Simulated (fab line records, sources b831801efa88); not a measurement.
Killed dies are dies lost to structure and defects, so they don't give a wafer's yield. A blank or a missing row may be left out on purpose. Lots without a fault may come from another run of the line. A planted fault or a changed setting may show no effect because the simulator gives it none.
A struck lot beside a sound one | flow sky130 | 37 steps out of a route of 708
Sound: wafers L723.1, L723.4, L723.5. Struck: wafers L729.2, L729.3, L729.6. The cause comes at the end.
At each step with rows: each side's tool, then ch and its chambers, then its first start. Under that, the readings that differ: sound wafers | struck wafers | difference of the means | sigmas: that difference in standard deviations of wafers without a fault.
alike: readings whose means differ by less than 2 such deviations, and words and numbers that are the same on both sides. not compared: withheld readings, readings that some wafer has no value for, bounds like >300 that may hide the same value, and numbers for which the record gives no deviation and whose values overlap.
The two part at a step that has a row with sigmas, a row that says differs or no value, or rows on one side only. Numbers that don't overlap but have no deviation are shown without sigmas and don't part them. A reading that every wafer of one side lacks parts them only if that side has two wafers or more.

first, 10 steps without rows for these wafers: SKY_DNWELL_DEVELOP_06 (develop time 60 s); SKY_DNWELL_IMPLANT_07; SKY_DNWELL_STRIP_08 (strips in O2/N2); SKY_PWDE_DEHYDRATE_00 (time 60 s); SKY_PWDE_HMDS_01 (prime time 60 s); SKY_PWDE_COAT_02 (resist thk 3000 nm); SKY_PWDE_SOFTBAKE_03; SKY_PWDE_EXPOSE_04 (exposes mask PWDEM, target cd 840 nm); SKY_PWDE_PEB_05; SKY_PWDE_DEVELOP_06 (develop time 60 s).
SKY_PWDE_IMPLANT_08:
  sound on implanter-02 ch 0, day 4 13:02; struck on implanter-04 ch 0, day 6 08:53
  alike: end_station_pressure_torr
then, 1 step without rows for these wafers: SKY_PWDE_STRIP_09 (strips in O2/N2).
SKY_PWDE_TW_MEAS_10:
  sound on film_metro-02, day 4 13:17; struck on film_metro-01, day 6 09:08
  reading | sound       | struck      | difference | sigmas
  PWDE_TW | 376 376 377 | 456 454 456 | +79        | +17
then, 22 steps without rows for these wafers: SKY_NWELL_DEHYDRATE_03 (time 60 s); SKY_NWELL_HMDS_04 (prime time 60 s); SKY_NWELL_COAT_05 (resist thk 3000 nm); SKY_NWELL_SOFTBAKE_06; SKY_NWELL_EXPOSE_07 (exposes mask NWM, target cd 840 nm); SKY_NWELL_PEB_08; SKY_NWELL_DEVELOP_09 (develop time 60 s); SKY_NWELL_IMPLANT_11; SKY_NWELL_IMPLANT_12; SKY_NWELL_IMPLANT_13; SKY_NWELL_STRIP_14 (strips in O2/N2); SKY_NWELL_DEHYDRATE_16 (time 60 s); SKY_NWELL_HMDS_17 (prime time 60 s); SKY_NWELL_COAT_18 (resist thk 3000 nm); SKY_NWELL_SOFTBAKE_19; SKY_NWELL_EXPOSE_20 (exposes mask NWM COMPLEMENT, target cd 840 nm); SKY_NWELL_PEB_21; SKY_NWELL_DEVELOP_22 (develop time 60 s); SKY_NWELL_IMPLANT_24; SKY_NWELL_STRIP_25 (strips in O2/N2); SKY_NWELL_CLEAN_27 (cleans in SC1/SC2, time 150 s); SKY_NWELL_RTA_28 (time 30 s).
SKY_NWELL_RS_MEAS_31: measures by four-point-probe.
  sound on film_metro-03, day 6 01:31; struck on film_metro-01, day 8 02:05
  reading          | sound          | struck         | difference | sigmas
  PWDE_RS (ohm/sq) | 5273 5265 5268 | 3122 3116 3121 | -2149      | -99 or more
-- the record jumps here: 41 days lie between the struck wafers' starts before and after (it left off in module NWELL and takes up again in module PAD_OPEN, whose first step shown is number 708 of the route) --
SKY_PAD_OPEN_PROBE_99:
  sound on prober-01, day 46 21:32; struck on prober-02, day 49 03:13
  reading                                   | sound                         | struck         | difference | sigmas
  model.etest.res_p_drift_20v.line_ohm_um   | 1.218e+04 1.227e+04 1.31e+04  | 6367 6160 6055 | -6323      |
  model.etest.res_p_drift_20v.rs_ohm_sq     | 1.025e+04 1.039e+04 1.096e+04 | 5366 5156 5110 | -5323      |
  model.etest.res_pwde_under_gate.rs_ohm_sq | 6200 6223 6165                | 3340 3346 3326 | -2859      |
  alike: killed_at_M0_to_M3, killed_at_M4_up, killed_at_contacts, killed_at_front_end, killed_at_other, killed_dies, killed_open, killed_short

WHERE THEY PART
First at SKY_PWDE_TW_MEAS_10; last, within this record, at SKY_NWELL_RS_MEAS_31. Later steps at which nothing parts them and some readings are alike: SKY_PAD_OPEN_PROBE_99.

WHY: what the simulator had put in
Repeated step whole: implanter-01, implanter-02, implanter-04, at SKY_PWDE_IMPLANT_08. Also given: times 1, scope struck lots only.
